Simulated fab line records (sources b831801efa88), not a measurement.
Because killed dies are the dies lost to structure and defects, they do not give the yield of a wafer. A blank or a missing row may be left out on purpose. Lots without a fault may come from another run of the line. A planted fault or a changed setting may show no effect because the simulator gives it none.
Split-lot study | flow gf180mcu | 23 wafers read across 5 lots, on a route 602 steps long

== ON THE SPLIT ==
At GF_M5_PEB_05 (peb time 90 s), the setting peb-temp-c was moved away from the recipe's 135 C on 11 of the 23 wafers read, by -3.0% to +2.8%. For the rest of the wafers, this setting stayed at what the recipe calls for.

== BETWEEN THE SPLIT AND THE READING: the file shows 1 step in between ==
- GF_M5_DEVELOP_06: develop time 60 s

== THE READING ==
cd-nm (nm) at GF_M5_CD_MEAS_07, where the cd target is 280 nm. Fault-free wafers of this fab line usually give 279.8 nm, standard deviation 1.1 nm.

wafer  | tool, chamber at the split | peb-temp-c as run, C | against the recipe | cd-nm, nm | against lot-mates on the recipe
L075.1 | litho-track-04, 0          | 135                  | recipe             | 277.4     | -
L075.2 | litho-track-04, 0          | 135                  | recipe             | 278.6     | -
L075.3 | litho-track-04, 0          | 131                  | -3.0%              | 290.6     | +12.5
L075.5 | litho-track-04, 0          | 135                  | recipe             | 278.4     | -
L075.6 | litho-track-04, 0          | 131                  | -3.0%              | 290.6     | +12.5
L076.1 | litho-track-04, 0          | 135                  | recipe             | 282.8     | -
L076.2 | litho-track-04, 0          | 135                  | recipe             | 281.3     | -
L076.3 | litho-track-04, 0          | 138.8                | +2.8%              | 272.1     | -9.9
L076.5 | litho-track-04, 0          | 138.8                | +2.8%              | 271.7     | -10.4
L076.6 | litho-track-04, 0          | 138.8                | +2.8%              | 271.9     | -10.2
L079.1 | litho-track-02, 0          | 132.1                | -2.1%              | 289.0     | +8.8
L079.2 | litho-track-02, 0          | 132.1                | -2.1%              | 289.2     | +8.9
L079.3 | litho-track-02, 0          | 135                  | recipe             | 280.8     | -
L079.4 | litho-track-02, 0          | 132.1                | -2.1%              | 288.6     | +8.4
L079.5 | litho-track-02, 0          | 135                  | recipe             | 279.7     | -
L080.1 | litho-track-01, 0          | 135                  | recipe             | 281.1     | -
L080.2 | litho-track-01, 0          | 135                  | recipe             | 279.2     | -
L080.6 | litho-track-01, 0          | 135                  | recipe             | 280.1     | -
L085.1 | litho-track-01, 0          | 135                  | recipe             | 278.0     | -
L085.2 | litho-track-01, 0          | 135                  | recipe             | 280.2     | -
L085.4 | litho-track-01, 0          | 132.8                | -1.6%              | 286.5     | +7.4
L085.5 | litho-track-01, 0          | 132.8                | -1.6%              | 285.1     | +6.0
L085.6 | litho-track-01, 0          | 132.8                | -1.6%              | 285.8     | +6.7

THE FIT
A straight line over all 23 wafers: cd-nm changes by -3.39 nm for each +1% of peb-temp-c; r = -0.97; the points scatter about the line by 1.4 nm.
The same after taking each lot's own level away (the mean of its wafers on the recipe; 23 wafers): -3.89 nm for each +1%; r = -0.99; scatter 0.71 nm.
The reading moves by 12 nm for the largest change in peb-temp-c, on that fit.
Measured against the standard deviation above, the lots' own levels, which go from 278.13 to 282.05 nm, span 3.6 times it.
Hence the slope depends on the lot-to-lot level, as the two fits are not the same.
Check: +11.7 nm against its lot-mates is what the line predicts for one of the wafers moved furthest among these (-3.0%) when that wafer is left out of the fit. It came out at +12.5 nm against them.

== FURTHER SPLITS ON THESE WAFERS ==
These wafers also went through other splits before the reading. Each is held against what the fit with the lots' levels taken away leaves over:
other split on the same wafers | wafers away from the commonest value | r with cd-nm (lot level and that fit taken away)
GF_V3_SPUTTER_22 time-s        | 9                                    | +0.09
GF_V4_COAT_09 resist-thk-nm    | 8                                    | +0.14
GF_MIM_SPUTTER_02 time-s       | 6                                    | -0.02
GF_MIM_SPUTTER_08 power-w      | 5                                    | -0.28
GF_MIM_METAL_ETCH_19 time-s    | 11                                   | +0.08

== THE WHOLE CHAIN: every reading that the file lists as answering this split, in the file's order ==
step                | what it does                                                                         | reading                                                   | change (the file's fit)              | r (the file's)
GF_M5_CD_MEAS_07    | target cd 280 nm                                                                     | cd-nm                                                     | -3.97 nm for each +1% of the setting | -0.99
GF_M5_ETCH_09       | etches Si3N4 in CF4/O2, target depth 52 nm, time 11.6 s                              | M5.cd-nm (the simulator's own value, which no gauge read) | -3.92 nm for each +1% of the setting | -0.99
GF_M5_METAL_ETCH_10 | etches the open film in Cl2/BCl3, stops on SiO2, target depth 627.5 nm, time 104.6 s | M5.cd-nm (the simulator's own value, which no gauge read) | -3.69 nm for each +1% of the setting | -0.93

== FILE'S OWN FIT ==
cd-nm changes by -3.97 nm for each +1% of peb-temp-c, r = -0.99.
